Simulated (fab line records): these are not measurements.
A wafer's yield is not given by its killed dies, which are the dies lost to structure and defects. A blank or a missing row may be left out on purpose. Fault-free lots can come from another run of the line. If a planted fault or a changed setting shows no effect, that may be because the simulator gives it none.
Which tool is to blame? -- flow gf180mcu -- 11 lots with 33 wafers sampled at 5 steps, on a route of 602 steps

WHAT EACH GAUGE READ, for each wafer
GF_PSD_RS_MEAS_14: the measuring method here is four-point-probe. Usual: NSD_RS 46.15 ohm/sq, standard deviation 0.086.
lot,measured,on,NSD_RS (ohm/sq),flag
L758,day 13 11:53,film metro-01,46.33 46.29 46.18,
L760,day 14 10:42,film metro-01,46.16 46.15 46.18,
L761,day 14 11:43,film metro-01,46.33 46.29 46.24,
L762,day 14 18:15,film metro-01,46.17 46.01 46.14,
L764,day 17 16:44,film metro-01,46.20 46.13 46.09,
L768,day 18 00:02,film metro-04,46.02 46.10 46.09,
L775,day 20 15:45,film metro-01,45.38 45.37 45.28,OFF
L776,day 21 03:53,film metro-04,45.26 45.19 45.26,OFF
L777,day 21 22:15,film metro-04,46.18 46.05 46.08,
L779,day 22 06:36,film metro-01,46.13 46.13 46.14,
L780,day 22 20:11,film metro-04,46.12 46.14 46.11,

GF_PSD_RS_MEAS_15: the measuring method here is four-point-probe. Usual: PSD_RS 108.60 ohm/sq, standard deviation 0.29.
lot,measured,on,PSD_RS (ohm/sq),flag
L758,day 13 12:01,film metro-01,108.59 108.62 108.78,
L760,day 14 10:49,film metro-01,108.60 108.56 108.68,
L761,day 14 11:50,film metro-01,108.99 108.80 108.97,
L762,day 14 18:22,film metro-01,107.92 108.58 108.15,
L764,day 17 16:52,film metro-01,108.15 108.24 108.24,
L768,day 18 00:10,film metro-04,108.21 108.53 108.73,
L775,day 20 15:52,film metro-01,105.01 105.07 105.22,OFF
L776,day 21 04:00,film metro-04,104.73 105.08 104.92,OFF
L777,day 21 22:22,film metro-04,108.54 108.61 108.54,
L779,day 22 06:43,film metro-01,108.75 108.69 108.82,
L780,day 22 20:19,film metro-04,108.68 108.96 108.81,

EACH LOT AND THE TOOL THAT RAN IT (in order: tool; ch and the chambers of the sampled wafers; start)
lot,GF_HV_LDD_STRIP_10,GF_HV_LDD_STRIP_37,GF_PSD_RTA_13
L758,"plasma asher-04 ch 0,1, day 9 06:57","plasma asher-04 ch 0,1, day 10 19:39","rtp anneal-02 ch 0, day 13 11:49"
L760,"plasma asher-02 ch 0,1, day 10 03:13","plasma asher-02 ch 0,1, day 11 18:05","rtp anneal-01 ch 0, day 14 10:37"
L761,"plasma asher-02 ch 0,1, day 10 04:32","plasma asher-04 ch 0,1, day 11 19:35","rtp anneal-02 ch 0, day 14 11:37"
L762,"plasma asher-02 ch 0,1, day 10 12:31","plasma asher-02 ch 0,1, day 12 02:07","rtp anneal-01 ch 0, day 14 18:10"
L764,"plasma asher-04 ch 0,1, day 13 01:11","plasma asher-03 ch 0,1, day 14 18:04","rtp anneal-01 ch 0, day 17 16:39"
L768,"plasma asher-02 ch 0,1, day 13 08:02","plasma asher-02 ch 0,1, day 15 01:38","rtp anneal-02 ch 0, day 17 23:53"
L775,"plasma asher-02 ch 0,1, day 15 15:41","plasma asher-04 ch 0,1, day 17 11:46","rtp anneal-02 ch 0, day 20 15:40"
L776,"plasma asher-03 ch 0,1, day 15 23:58","plasma asher-04 ch 0,1, day 17 21:53","rtp anneal-02 ch 0, day 21 03:48"
L777,"plasma asher-03 ch 0,1, day 16 16:26","plasma asher-03 ch 0,1, day 18 16:51","rtp anneal-01 ch 0, day 21 22:10"
L779,"plasma asher-04 ch 0,1, day 17 00:46","plasma asher-02 ch 0,1, day 19 01:02","rtp anneal-01 ch 0, day 22 06:31"
L780,"plasma asher-03 ch 0,1, day 17 13:53","plasma asher-03 ch 0,1, day 19 15:54","rtp anneal-01 ch 0, day 22 20:06"
- GF_HV_LDD_STRIP_10: strips in O2/N2.
- GF_HV_LDD_STRIP_37: strips in O2/N2.
- GF_PSD_RTA_13: time 20 s.

WHAT THE TOOLS THEMSELVES READ (means of the sampled wafers that have a number; where no wafer has one, the mark that the record gives instead)
GF_HV_LDD_STRIP_10. Usual: drypump motor current A 5.6 A, standard deviation 0.33; heater power w 323 W, standard deviation 37; n2 flow sccm 300.0 sccm, standard deviation 0.84; o2 flow sccm 3001 sccm, standard deviation 9; oes product au 0.717 a.u., standard deviation 0.0048; strip time to endpoint s 12.64 s, standard deviation 0.032.
lot,tool,drypump motor current A (A),heater power w (W),n2 flow sccm (sccm),o2 flow sccm (sccm),oes product au (a.u.),strip time to endpoint s (s),flag
L758,plasma asher-04,5.4,345,299.2,3000,0.718,12.66,
L760,plasma asher-02,6.0,313,299.8,3001,0.715,12.65,
L761,plasma asher-02,5.9,315,299.9,3007,0.718,12.59,
L762,plasma asher-02,6.0,312,299.5,2998,0.716,12.64,
L764,plasma asher-04,5.4,349,300.1,3001,0.712,12.62,
L768,plasma asher-02,6.0,323,299.7,2995,0.717,12.66,
L775,plasma asher-02,6.0,323,299.7,3001,0.714,12.64,
L776,plasma asher-03,5.5,259,300.2,2999,0.716,12.68,
L777,plasma asher-03,5.5,257,299.0,3001,0.716,12.68,
L779,plasma asher-04,5.5,331,300.1,3005,0.715,12.57,
L780,plasma asher-03,5.7,259,300.6,3007,0.712,12.63,

GF_HV_LDD_STRIP_37. Usual: drypump motor current A 5.7 A, standard deviation 0.33; heater power w 314 W, standard deviation 38; n2 flow sccm 300.0 sccm, standard deviation 0.95; o2 flow sccm 2999 sccm, standard deviation 9.8; oes product au 0.716 a.u., standard deviation 0.0048; strip time to endpoint s 12.64 s, standard deviation 0.041.
lot,tool,drypump motor current A (A),heater power w (W),n2 flow sccm (sccm),o2 flow sccm (sccm),oes product au (a.u.),strip time to endpoint s (s),flag
L758,plasma asher-04,5.3,349,300.6,2994,0.714,12.67,
L760,plasma asher-02,6.0,322,300.1,2994,0.713,12.65,
L761,plasma asher-04,5.5,328,300.5,2988,0.713,12.65,
L762,plasma asher-02,6.0,320,301.1,2996,0.717,12.59,
L764,plasma asher-03,5.7,258,299.7,3002,0.716,12.59,
L768,plasma asher-02,6.0,324,299.6,3009,0.712,12.62,
L775,plasma asher-04,5.5,334,299.9,3002,0.716,12.56,
L776,plasma asher-04,5.4,347,299.4,2996,0.714,12.62,
L777,plasma asher-03,5.7,255,300.3,3001,0.721,12.61,
L779,plasma asher-02,6.0,322,299.5,3007,0.721,12.71,
L780,plasma asher-03,5.7,255,299.1,3001,0.717,12.63,

GF_PSD_RTA_13. Usual: lamp power pct 34 %, standard deviation 4.6; wafer_temp_C_max 1029.5, standard deviation 0.97.
lot,tool,lamp power pct (%),wafer_temp_C_max,flag
L758,rtp anneal-02,30,1028.2,
L760,rtp anneal-01,39,1030.1,
L761,rtp anneal-02,30,1028.8,
L762,rtp anneal-01,39,1029.8,
L764,rtp anneal-01,39,1030.9,
L768,rtp anneal-02,30,1029.4,
L775,rtp anneal-02,31,1034.8,OFF
L776,rtp anneal-02,31,1035.6,OFF
L777,rtp anneal-01,39,1029.4,
L779,rtp anneal-01,39,1029.2,
L780,rtp anneal-01,39,1029.8,

THE ANSWER, worked out from the rows above alone
Rule: take the mean of a lot's wafers that have a number; if it is more than 3 standard deviations from the usual mean, the lot is off. A lot without any number at a reading at which 4 lots or more have one is off too. All remaining lots with rows at the step are treated as sound. After the gauges, taken in route order, come the tools' own readings; for these a lot's mean is taken, as printed above. At the first step where some lot is off, the reading lying furthest off is the one used; lots without a number count as furthest.
Off: L775, L776, seen at GF_PSD_RS_MEAS_14 (NSD_RS).
A tool fits if, at a process step before that reading, it ran every lot that is off, and no sound lot after the first of them. The gauges at GF_PSD_RS_MEAS_14 aren't tried: what is off there is off at GF_PSD_RTA_13 too, on other tools, and a gauge's error can't cause that. This does not decide it: 2 tools fit, namely plasma asher-04 at GF_HV_LDD_STRIP_37 and rtp anneal-02 at GF_PSD_RTA_13.

WHAT THE SIMULATOR HAD PUT IN
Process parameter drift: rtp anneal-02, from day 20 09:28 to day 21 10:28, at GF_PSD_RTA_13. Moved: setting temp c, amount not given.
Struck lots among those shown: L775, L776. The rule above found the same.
